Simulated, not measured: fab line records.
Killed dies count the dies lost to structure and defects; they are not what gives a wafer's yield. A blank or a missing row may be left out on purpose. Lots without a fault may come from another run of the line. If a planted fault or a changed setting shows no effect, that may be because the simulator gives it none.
Matching of chambers ; flow sky130 ; cmp-02 running SKY_VIA2_CMP_24: 4 sister chambers
The step polishes, stops on SiO2, t overpolish 20 s, target thk 0 nm. 4 wafers are shown with their chamber, then 7 later ones without.

WAFERS WITH THEIR CHAMBER
wafer;chamber;motor-current-A (A)
L668.4;0;11.9
L668.5;3;11.6
L670.1;2;11.2
L670.5;1;8.7

WAFERS WITHOUT THEIR CHAMBER
wafer;motor-current-A (A)
L670.6;11.8
L676.2;10.8
L676.3;9.0
L676.5;10.9
L677.2;11.3
L677.5;11.3
L677.6;11.9

THE CHAMBER EACH PASSED THROUGH
wafer;from the rows above;in truth
L670.6;can't be placed: 0 or 3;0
L676.2;can't be placed: 2 or 3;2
L676.3;1;1
L676.5;can't be placed: 2 or 3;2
L677.2;can't be placed: 2 or 3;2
L677.5;can't be placed: 2 or 3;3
L677.6;can't be placed: 0 or 3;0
1 of 7 placed correctly. Not placeable from these rows: 6 (in 6, the candidates include the true chamber). Wrongly placed: 0.
How it was worked out, from the rows above alone: a wafer's distance from a chamber is the root of the sum, over the readings, of the square of ((its reading less the chamber's mean) divided by the reading's scatter). The wafer belongs to the nearest chamber; if the next one is less than 2 further off, it can't be placed. For every chamber, the mean is computed from those of its wafers that are shown. The scatter: root of mean squared gap, hidden wafer to nearest shown wafer, with one shown wafer a chamber.
